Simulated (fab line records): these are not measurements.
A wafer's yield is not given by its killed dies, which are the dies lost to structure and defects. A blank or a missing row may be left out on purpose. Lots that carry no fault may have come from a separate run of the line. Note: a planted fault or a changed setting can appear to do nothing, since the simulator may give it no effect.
The tool behind it: which one? -- flow gf180mcu -- 13 lots with 39 wafers sampled at 2 steps, on a route of 602 steps

## WHAT EACH GAUGE READ, for each wafer
GF_V4_THK_MEAS_03. Usual: V4_CVD_02_THK gives 846 nm (standard deviation 11).
lot,measured,on,V4_CVD_02_THK (nm),flag
L778,day 23 06:25,film_metro-04,831 855 845,
L780,day 24 03:10,film_metro-01,833 844 852,
L781,day 24 14:24,film_metro-03,828 855 831,
L782,day 24 23:17,film_metro-01,851 841 839,
L783,day 25 06:21,film_metro-03,825 837 842,
L785,day 25 20:35,film_metro-03,839 848 867,
L787,day 26 14:12,film_metro-04,854 852 857,
L788,day 26 22:38,film_metro-01,823 834 848,
L789,day 27 09:26,film_metro-04,834 850 841,
L796,day 29 02:02,film_metro-03,839 850 849,
L797,day 29 10:34,film_metro-03,850 861 849,
L800,day 30 06:17,film_metro-04,844 840 859,
L801,day 30 11:19,film_metro-04,833 850 845,

GF_V4_OVL_MEAS_15. Usual: V4_OVL gives 1 nm (standard deviation 5.3).
lot,measured,on,V4_OVL (nm),flag
L778,day 24 05:19,overlay-01,-2 -4 4,
L780,day 25 02:13,overlay-01,-9 -5 -4,
L781,day 25 12:07,overlay-02,4 4 8,
L782,day 25 20:31,overlay-01,2 0 5,
L783,day 26 03:59,overlay-02,-2 -5 3,
L785,day 26 18:50,overlay-01,7 4 7,
L787,day 27 10:38,overlay-01,5 6 5,
L788,day 27 19:16,overlay-01,-5 0 -3,
L789,day 28 05:52,overlay-02,6 3 -4,
L796,day 29 21:47,overlay-01,-4 -6 -3,
L797,day 30 06:23,overlay-02,-4 -9 -6,
L800,day 31 00:21,overlay-02,-1 0 -1,
L801,day 31 05:31,overlay-01,2 -3 5,

## TOOL THAT RAN EACH LOT (tool first, then ch and the chambers of the sampled wafers, then the start)
Before these readings, the record contains no process step.

## AS READ BY THE TOOLS THEMSELVES (means over the sampled wafers that have a number; for cases with no such wafer, the mark the record gives instead)
The record holds no such reading with a usual standard deviation.

## THE ANSWER, worked out from the rows above alone
Rule: lot off if the mean of its wafers having a number is beyond 3 standard deviations from the usual mean. A lot without any number at a reading at which 4 lots or more have one is off too. Where the step has rows for the other lots, those lots are counted as sound. The gauges are gone through in route order, then the tools' own readings, and for those a lot's mean is taken as printed above. The first step at which some lot is off is used, and at that step the reading that is off furthest; a lot without a number counts as furthest.
Across all readings shown, no lot is off: no conclusion can be drawn from this.

## WHAT THE SIMULATOR HAD PUT IN
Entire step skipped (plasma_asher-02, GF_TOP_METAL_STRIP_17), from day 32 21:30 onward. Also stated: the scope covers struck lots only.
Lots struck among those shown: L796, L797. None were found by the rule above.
